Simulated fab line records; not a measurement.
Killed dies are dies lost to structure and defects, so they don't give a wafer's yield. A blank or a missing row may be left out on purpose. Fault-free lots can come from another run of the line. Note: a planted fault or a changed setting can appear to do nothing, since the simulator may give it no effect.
Which tool did it? + flow gf180mcu + 6 lots with 18 wafers sampled at 2 steps, on a route of 602 steps

== WHAT THE GAUGES READ, wafer by wafer ==
GF_MIM_THK_MEAS_11: measures by xrf.
| lot  | measured     | on            | MIM_ALCU_THK (nm) |
|------|--------------|---------------|-------------------|
| L625 | day 25 07:19 | film-metro-02 | 201.5 198.1 202.8 |
| L628 | day 26 08:19 | film-metro-03 | 199.1 202.6 200.4 |
| L633 | day 28 02:29 | film-metro-04 | 198.5 198.4 198.8 |
| L640 | day 30 12:13 | film-metro-04 | 200.1 201.2 196.8 |
| L643 | day 30 20:55 | film-metro-04 | 199.2 200.2 199.9 |
| L645 | day 31 13:22 | film-metro-04 | 197.0 198.5 198.4 |

== EACH LOT AND THE TOOL THAT RAN IT (in order: tool; ch and the chambers of the sampled wafers; start) ==
| lot  | GF_V4_STRIP_18                       |
|------|--------------------------------------|
| L625 | plasma-asher-02 ch 0, day 25 05:30   |
| L628 | plasma-asher-01 ch 0,1, day 26 06:32 |
| L633 | plasma-asher-02 ch 0,1, day 28 00:43 |
| L640 | plasma-asher-02 ch 0,1, day 30 10:21 |
| L643 | plasma-asher-03 ch 0,1, day 30 19:09 |
| L645 | plasma-asher-02 ch 0,1, day 31 11:36 |
- GF_V4_STRIP_18: strips in O2/N2.

== THE ANSWER, worked out from the rows above alone ==
Rule: usual is defined by the lots themselves. The widest of any qualifying gaps counts: lots, ordered by their means at a reading, are off when they make up no more than a third of the lots, leave a main group of 4 or more, and stand apart from it by 3 or more times the standard deviation of that group's means. Not used: any main group whose means are identical at the precision the tables above print for the reading. Also off: a lot with no number at a reading for which 4 or more lots have one. Where the step has rows for the other lots, those lots are counted as sound.
None of the lots is off at any reading shown; this tells nothing.

== WHAT THE SIMULATOR PUT IN ==
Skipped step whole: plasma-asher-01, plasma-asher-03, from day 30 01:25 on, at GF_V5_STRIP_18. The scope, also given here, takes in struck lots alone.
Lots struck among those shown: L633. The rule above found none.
